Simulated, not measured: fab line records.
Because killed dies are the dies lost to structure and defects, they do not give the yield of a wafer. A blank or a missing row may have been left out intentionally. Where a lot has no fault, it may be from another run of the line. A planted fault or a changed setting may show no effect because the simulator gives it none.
Which tool was responsible?    flow gf180mcu    42 wafers from 14 lots sampled at 5 of the route's 602 steps

## WHAT THE GAUGES SHOWED, per wafer
GF_HV_LDD_OVL_MEAS_08.
lot   measured      on          HV_LDD_OVL (nm)
L860  day 10 04:59  overlay-02  0.7 0.7 0.6
L864  day 11 05:26  overlay-02  0.2 0.3 2.8
L865  day 11 13:14  overlay-02  -2.5 0.9 1.4
L868  day 12 15:31  overlay-02  0.6 0.5 0.0
L869  day 12 21:44  overlay-02  -1.3 -0.8 -2.0
L870  day 13 00:05  overlay-02  -1.6 -0.9 -1.6
L871  day 13 09:55  overlay-02  -2.5 -0.3 -1.7
L872  day 13 19:40  overlay-02  0.4 -0.2 0.1
L875  day 14 16:47  overlay-02  -2.7 -2.7 -1.4
L878  day 15 13:14  overlay-02  -3.4 -1.9 -2.7
L879  day 15 19:00  overlay-01  -2.3 -2.1 -1.9
L880  day 16 05:19  overlay-02  -1.5 -1.1 -2.4
L881  day 16 11:19  overlay-01  -0.9 -1.5 0.9
L883  day 17 00:50  overlay-01  -4.2 -3.9 -0.8

GF_HV_LDD_TW_MEAS_23.
lot   measured      on             HV_LDD_2_TW
L860  day 10 22:59  film_metro-02  1063 1066 1067
L864  day 12 00:19  film_metro-03  1057 1054 1053
L865  day 12 08:34  film_metro-02  1075 1066 1062
L868  day 13 12:19  film_metro-01  1048 1040 1043
L869  day 13 18:28  film_metro-02  1056 1060 1054
L870  day 13 21:05  film_metro-03  1055 1043 1046
L871  day 14 07:22  film_metro-03  1053 1050 1049
L872  day 14 16:46  film_metro-03  1051 1047 1048
L875  day 15 14:59  film_metro-03  1057 1055 1055
L878  day 16 11:56  film_metro-03  1057 1059 1058
L879  day 16 17:07  film_metro-03  948 941 943
L880  day 17 04:16  film_metro-01  939 931 930
L881  day 17 09:55  film_metro-03  1051 1050 1047
L883  day 18 00:16  film_metro-03  1059 1056 1057

GF_HV_LDD_CD_MEAS_31: target cd 400 nm.
lot   measured      on         cd_nm (nm)
L860  day 11 17:27  cd_sem-01  398.7 398.0 398.2
L864  day 12 19:46  cd_sem-02  396.9 397.0 397.6
L865  day 13 03:40  cd_sem-02  402.3 401.1 402.8
L868  day 14 09:02  cd_sem-01  399.4 401.4 401.7
L869  day 14 14:49  cd_sem-01  400.8 401.2 400.0
L870  day 14 17:25  cd_sem-01  397.7 398.0 399.2
L871  day 15 04:22  cd_sem-02  402.7 400.7 401.2
L872  day 15 13:55  cd_sem-01  404.6 404.5 403.6
L875  day 16 13:11  cd_sem-01  403.3 403.8 400.7
L878  day 17 09:59  cd_sem-01  401.8 401.5 400.5
L879  day 17 16:00  cd_sem-01  406.3 403.5 405.4
L880  day 18 03:22  cd_sem-02  402.1 402.6 403.6
L881  day 18 08:51  cd_sem-02  397.0 400.2 397.1
L883  day 18 23:21  cd_sem-02  399.6 401.4 400.9

GF_HV_LDD_OVL_MEAS_32.
lot   measured      on          HV_LDD_02_OVL (nm)
L860  day 11 17:32  overlay-01  2.3 1.5 1.8
L864  day 12 19:53  overlay-01  2.1 -0.3 1.7
L865  day 13 03:47  overlay-01  -0.3 1.1 0.7
L868  day 14 09:10  overlay-02  1.9 2.4 1.2
L869  day 14 14:55  overlay-02  -2.0 -0.4 0.8
L870  day 14 17:29  overlay-02  0.3 0.2 0.0
L871  day 15 04:29  overlay-02  -1.3 -1.2 -0.8
L872  day 15 14:02  overlay-02  -0.6 0.3 1.9
L875  day 16 13:17  overlay-01  -0.5 1.0 0.9
L878  day 17 10:05  overlay-01  0.1 0.5 1.0
L879  day 17 16:07  overlay-01  -0.6 -1.8 -3.2
L880  day 18 03:29  overlay-02  -1.1 -0.5 0.4
L881  day 18 08:58  overlay-02  0.1 -3.2 -0.4
L883  day 18 23:28  overlay-01  3.2 -0.7 0.6

## EACH LOT AND THE TOOL THAT RAN IT (in order: tool; ch and the chambers of the sampled wafers; start)
lot   GF_HV_LDD_IMPLANT_21
L860  implanter-03 ch 0, day 10 22:46
L864  implanter-02 ch 0, day 12 00:05
L865  implanter-03 ch 0, day 12 08:19
L868  implanter-02 ch 0, day 13 12:04
L869  implanter-03 ch 0, day 13 18:14
L870  implanter-01 ch 0, day 13 20:53
L871  implanter-03 ch 0, day 14 07:07
L872  implanter-03 ch 0, day 14 16:31
L875  implanter-01 ch 0, day 15 14:46
L878  implanter-03 ch 0, day 16 11:43
L879  implanter-01 ch 0, day 16 16:52
L880  implanter-01 ch 0, day 17 04:01
L881  implanter-03 ch 0, day 17 09:40
L883  implanter-02 ch 0, day 18 00:01
- GF_HV_LDD_IMPLANT_21

## WHAT THE TOOLS THEMSELVES READ (means of the sampled wafers that have a number; where no wafer has one, the mark that the record gives instead)
GF_HV_LDD_IMPLANT_21.
lot   tool          beam_energy_keV  beam_on_s (s)
L860  implanter-03  25.005           10.26
L864  implanter-02  24.998           9.96
L865  implanter-03  25.006           10.09
L868  implanter-02  25.006           9.74
L869  implanter-03  25.006           9.89
L870  implanter-01  24.995           9.97
L871  implanter-03  25.001           9.91
L872  implanter-03  25.008           9.95
L875  implanter-01  25.000           9.99
L878  implanter-03  24.998           9.96
L879  implanter-01  16.475           9.95
L880  implanter-01  16.479           9.97
L881  implanter-03  24.998           10.08
L883  implanter-02  25.002           10.06

## THE ANSWER, worked out from the rows above alone
Rule: usual is defined by the lots themselves. Put in order of their means at a reading, lots are off if they are a third of the lots or fewer, leave a main group of 4 or more, and stand apart from it by a gap of 3 or more times the standard deviation of the main group's means; of several such gaps the widest counts. A main group whose means are all the same, to the digits that the tables above print for the reading, isn't used. A lot without any number at a reading at which 4 lots or more have one is off too. All remaining lots with rows at the step are treated as sound. After the gauges, taken in route order, come the tools' own readings; for these a lot's mean is taken, as printed above. The first step at which some lot is off is used, and at that step the reading that is off furthest; a lot without a number counts as furthest.
Off: at GF_HV_LDD_TW_MEAS_23 (HV_LDD_2_TW), L879, L880. The main group: mean 1055, standard deviation 6.8.
A tool fits if, at a process step before that reading, it ran every lot that is off, and no sound lot after the first of them. The gauges at GF_HV_LDD_TW_MEAS_23 aren't tried: what is off there is off at GF_HV_LDD_IMPLANT_21 too, on other tools, and a gauge's error can't cause that. One candidate fits, namely implanter-01 at GF_HV_LDD_IMPLANT_21. A fault onset in the window from L875 (day 15 14:46, its last sound lot) to L879 (day 16 16:52, its first lot off) fits.
The tool's own readings at GF_HV_LDD_IMPLANT_21 bear it out: on the lots that are off they differ by more than 5 times the standard deviation of the sound lots' means. beam_energy_keV reads 16.477 there against 25.002 on the sound lots.

## WHAT WAS PUT IN BY THE SIMULATOR
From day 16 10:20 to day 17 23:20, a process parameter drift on implanter-01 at GF_HV_LDD_IMPLANT_21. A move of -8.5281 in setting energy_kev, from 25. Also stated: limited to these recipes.
Shown lots that were struck: L879, L880. The rule given above showed the same thing.
